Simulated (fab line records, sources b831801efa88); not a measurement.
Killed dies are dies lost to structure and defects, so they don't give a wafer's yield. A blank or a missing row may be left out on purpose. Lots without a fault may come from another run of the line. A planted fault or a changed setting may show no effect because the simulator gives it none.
fab line records | flow sfq_line | part 2 of 2: steps 26 to 36 of 36
record lots=5 wafers=15 last_day=91
route steps=325 shown M3@125 I3@133 M4@148
lots that met no fault: from a run of the same line without faults
start_h: hours from the record's first day to the start of the lot's first wafer shown | wait_h: hours since the lot's step before | " the same as in the row above | L1.1+2: a row that stands for several wafers | - no value, or no start given | * or withheld: withheld | < > ~ a bound
route shown NAME@n: a module of which the file shows steps, and the number in the route of the first | usual: mean/standard deviation of fault-free wafers | same: alike in all rows | chamber/n: place in a boat | sites: the reading at each site | _std_site: their standard deviation | _edge_site: outer sites' mean less inner sites' | radius_mm: how far each site lies from the wafer's centre | mask NAME#n: copy n | behind: the tool/chamber that last shaped the wafer | hold: why the lot was held/for how many hours/how that ended | device: the transistor (n, p or np) that didn't switch | end of line: the same wafers' tests at the end of the route | a step without rows: its recipe alone | killed: dies lost to structure and defects at the first sort, not the wafer's yield | map: a wafer's dies, x killed, . not, _ none there
set.NAME: the setting as run; set.NAME@STEP: as run at that earlier step | model.NAME: the simulator's own value behind a step, which no gauge read
lots at some steps of the route; a table a step, a row a wafer
services: from which hour (start_h, from the record's first day; less than 0 if before it) a tool's chamber was out of use, for how many hours, and why
## steps
# step SFQ_M4_RS_MEAS_924
# recipe thk_meas_gauge=four-point-probe reads=Nb_of_TRILAYER_M4_DEP_SPUTTER_091
# usual M4_NB_RS=0.889/0.0084
# columns lot.wafer tool chamber start_h wait_h M4_NB_RS[ohm/sq]
L075.1 film_metro-04 - 1075.27 0.0 0.889
L075.2 " - " " 0.893
L075.4 " - " " 0.883
L077.1 film_metro-03 - 1080.08 0.0 0.872
L077.2 " - " " 0.880
L077.3 " - " " 0.882
L081.1 film_metro-04 - 1099.28 0.0 0.880
L081.2 " - " " 0.882
L081.5 " - " " 0.881
L083.1 film_metro-01 - 1130.41 0.0 0.884
L083.4 " - " " 0.887
L083.6 " - " " 0.882
L093.1 film_metro-03 - 1208.45 0.0 0.890
L093.5 " - " " 0.891
L093.6 " - " " 0.890
# step SFQ_TRILAYER_M4_LITHO_COAT_098
# recipe resist=BARC spin_rpm=3000 resist_thk_nm=62
# columns lot.wafer tool chamber start_h wait_h
L075.1+2+4 litho_track-01 0 1075.45 0.1
L077.1+2+3 litho_track-04 0 1080.26 0.1
L081.1+2+5 litho_track-01 0 1099.46 0.1
L083.1+4+6 litho_track-02 0 1130.59 0.1
L093.1+5+6 litho_track-04 0 1208.63 0.1
# step SFQ_TRILAYER_M4_LITHO_COAT_093
# recipe resist=KrF spin_rpm=3000 resist_thk_nm=600
# columns lot.wafer tool chamber start_h wait_h
L075.1+2+4 litho_track-01 0 1075.75 0.2
L077.1+2+3 litho_track-04 0 1080.56 0.2
L081.1+2+5 litho_track-01 0 1099.76 0.2
L083.1+4+6 litho_track-02 0 1130.89 0.2
L093.1+5+6 litho_track-04 0 1208.93 0.2
# step SFQ_TRILAYER_M4_LITHO_SOFTBAKE_097
# recipe temp_c=withheld time_s=withheld resist=KrF
# columns lot.wafer tool chamber start_h wait_h
L075.1+2+4 litho_track-01 0 1076.05 0.2
L077.1+2+3 litho_track-04 0 1080.86 0.2
L081.1+2+5 litho_track-01 0 1100.06 0.2
L083.1+4+6 litho_track-02 0 1131.19 0.2
L093.1+5+6 litho_track-04 0 1209.23 0.2
# step SFQ_TRILAYER_M4_LITHO_EXPOSE_094
# recipe mask_id=M4 na=0.6 source_shape=conventional sigma_outer=0.65 target_cd_nm=500 dose_mj=14.4
# columns lot.wafer tool chamber start_h wait_h mask
L075.1+2+4 krf_scanner-01 0 1076.32 - M4#0
L077.1+2+3 krf_scanner-01 0 1082.08 - M4#0
L081.1+2+5 krf_scanner-01 0 1105.09 - M4#0
L083.1+4+6 krf_scanner-01 0 1141.25 - M4#0
L093.1+5+6 krf_scanner-01 0 1209.38 - M4#0
# step SFQ_TRILAYER_M4_LITHO_PEB_096
# recipe peb_temp_c=115 peb_time_s=60 resist=KrF
# columns lot.wafer tool chamber start_h wait_h
L075.1+2+4 litho_track-04 0 1077.57 1.0
L077.1+2+3 litho_track-04 0 1083.28 1.0
L081.1+2+5 litho_track-01 0 1106.29 1.0
L083.1+4+6 litho_track-01 0 1142.45 1.0
L093.1+5+6 litho_track-04 0 1210.58 1.0
# step SFQ_TRILAYER_M4_LITHO_DEVELOP_095
# recipe time_s=60 resist=KrF
# columns lot.wafer tool chamber start_h wait_h
L075.1+2+4 litho_track-04 0 1077.72 0.1
L077.1+2+3 litho_track-04 0 1083.43 0.1
L081.1+2+5 litho_track-01 0 1106.44 0.1
L083.1+4+6 litho_track-01 0 1142.60 0.1
L093.1+5+6 litho_track-04 0 1210.73 0.1
# step SFQ_M4_OVL_MEAS_926
# usual M4_OVL=1/4.8
# columns lot.wafer tool chamber start_h wait_h M4_OVL[nm]
L075.1 overlay-02 - 1077.87 0.1 1
L075.2 " - " " -3
L075.4 " - " " -2
L077.1 overlay-02 - 1083.58 0.1 -5
L077.2 " - " " 1
L077.3 " - " " 1
L081.1 overlay-01 - 1106.59 0.1 -8
L081.2 " - " " 1
L081.5 " - " " -7
L083.1 overlay-01 - 1142.75 0.1 1
L083.4 " - " " 3
L083.6 " - " " 4
L093.1 overlay-02 - 1210.88 0.1 6
L093.5 " - " " 4
L093.6 " - " " 4
# step SFQ_TRILAYER_M4_BARC_OPEN_METAL_ETCH_123
# recipe mask_material=PR chemistry=O2 target_depth_nm=125 target=BARC icp_w=600 bias_w=80 pressure_mtorr=10 time_s=41.7
# usual chamber_pressure_mTorr=10.001/0.0098 drypump_motor_current_A=5.7/0.49 oes_product_au=0.685/0.0047
# columns lot.wafer tool chamber start_h wait_h chamber_pressure_mTorr drypump_motor_current_A oes_product_au rf_hours_counter_h
L075.1 rie_metal-02 0 1077.91 0.0 10.004 6.3 0.688 41
L075.2 " 1 " " 10.015 5.0 0.684 121
L075.4 " 0 " " 10.012 6.3 0.689 -
L077.1 rie_metal-02 1 1083.62 0.0 10.004 5.1 0.678 121
L077.2 " 0 " " 10.012 6.3 0.681 42
L077.3 " 0 " " 10.002 6.3 0.681 -
L081.1 rie_metal-03 0 1106.62 0.0 10.000 5.5 0.687 121
L081.2 " 1 " " 9.997 5.2 0.693 96
L081.5 " 0 " " 9.999 5.5 0.692 -
L083.1 rie_metal-02 1 1142.78 0.0 9.994 5.0 0.691 132
L083.4 " 1 " " 10.012 5.1 0.683 -
L083.6 " 1 " " 10.008 5.0 0.687 -
L093.1 rie_metal-03 0 1210.92 0.0 9.997 5.4 0.685 1
L093.5 " 1 " " 10.002 5.2 0.687 -
L093.6 " 0 " " 9.993 5.4 0.677 -
# step SFQ_TRILAYER_M4_ETCH_METAL_ETCH_096
# recipe target=Nb stop_on=SiO2 mask_material=PR chemistry=Cl2/Ar target_depth_nm=240 icp_w=600 bias_w=80 pressure_mtorr=10 time_s=120
# usual chamber_pressure_mTorr=10.001/0.0091 drypump_motor_current_A=5.7/0.49 oes_product_au=0.894/0.0062
# columns lot.wafer tool chamber start_h wait_h chamber_pressure_mTorr drypump_motor_current_A oes_product_au rf_hours_counter_h
L075.1 rie_metal-02 0 1077.97 0.0 10.013 6.3 0.902 41
L075.2 " 1 " " 10.014 5.1 0.894 121
L075.4 " 0 " " 9.995 6.3 0.891 -
L077.1 rie_metal-02 1 1083.68 0.0 10.014 5.1 0.899 122
L077.2 " 0 " " 10.000 6.3 0.896 42
L077.3 " 0 " " 10.006 6.3 0.894 -
L081.1 rie_metal-03 0 1106.68 0.0 9.992 5.5 0.895 121
L081.2 " 1 " " 9.976 5.2 0.894 96
L081.5 " 0 " " 9.994 5.5 0.899 -
L083.1 rie_metal-02 1 1142.84 0.0 10.003 5.1 0.899 132
L083.4 " 1 " " 10.005 5.1 0.895 -
L083.6 " 1 " " 10.010 5.1 0.891 -
L093.1 rie_metal-03 0 1210.98 0.0 9.998 5.5 0.892 1
L093.5 " 1 " " 10.007 5.2 0.888 -
L093.6 " 0 " " 9.995 5.5 0.895 -
# step SFQ_TRILAYER_M4_STRIP_STRIP_097
# recipe gas=O2 power_w=200 platen_temp_c=40 overash_fraction=0.65 chemistry=O2 pressure_mtorr=50
# usual chamber_pressure_mTorr=50.00/0.048 drypump_motor_current_A=5.7/0.49 oes_product_au=1.001/0.0093
# columns lot.wafer tool chamber start_h wait_h chamber_pressure_mTorr drypump_motor_current_A oes_product_au rf_hours_counter_h
L075.1 rie_metal-02 0 1078.09 0.1 49.90 6.3 0.991 41
L075.2 " 1 " " 49.97 5.1 0.996 121
L075.4 " 0 " " 49.93 6.3 0.989 -
L077.1 rie_metal-02 1 1083.80 0.1 49.98 5.1 0.993 122
L077.2 " 0 " " 49.97 6.3 1.001 42
L077.3 " 0 " " 50.01 6.3 1.002 -
L081.1 rie_metal-03 0 1106.81 0.1 49.97 5.4 1.001 121
L081.2 " 1 " " 49.98 5.2 0.998 96
L081.5 " 0 " " 49.93 5.5 0.999 -
L083.1 rie_metal-02 1 1142.97 0.1 49.95 5.1 1.004 132
L083.4 " 1 " " 50.02 5.1 1.008 -
L083.6 " 1 " " 49.97 5.1 1.001 -
L093.1 rie_metal-03 0 1211.10 0.1 50.04 5.5 1.006 1
L093.5 " 1 " " 50.07 5.2 0.995 -
L093.6 " 0 " " 49.97 5.5 1.012 -
## services
# columns tool chamber start_h hours kind
rie_diel-01 - 911.92 20.2 repair
krf_scanner-01 - 917.21 1.3 pm
krf_scanner-01 - 1001.91 0.3 repair
rie_metal-03 - 1006.74 2.8 pm
rie_diel-01 2 1033.30 35.3 repair
krf_scanner-01 - 1069.05 1.0 pm
rie_diel-01 1 1079.64 5.6 repair
krf_scanner-01 - 1093.21 1.3 pm
rie_metal-02 1 1105.74 16.0 repair
rie_metal-02 0 1106.22 29.3 repair
krf_scanner-01 - 1117.54 0.3 repair
pvd_sputter-05 - 1120.62 0.7 repair
krf_scanner-01 - 1131.05 0.6 repair
rie_diel-01 3 1134.25 1.9 repair
rie_diel-01 0 1142.05 1.7 repair
krf_scanner-01 - 1145.09 0.6 repair
rie_metal-01 0 1146.74 1.1 repair
krf_scanner-01 - 1150.85 0.8 pm
rie_metal-02 0 1152.47 6.4 repair
rie_metal-03 - 1153.86 14.6 pm
rie_metal-03 - 1168.46 10.0 pm
rie_metal-02 1 1169.20 1.1 repair
pvd_sputter-05 - 1200.04 1.4 repair
krf_scanner-01 - 1201.56 1.2 repair
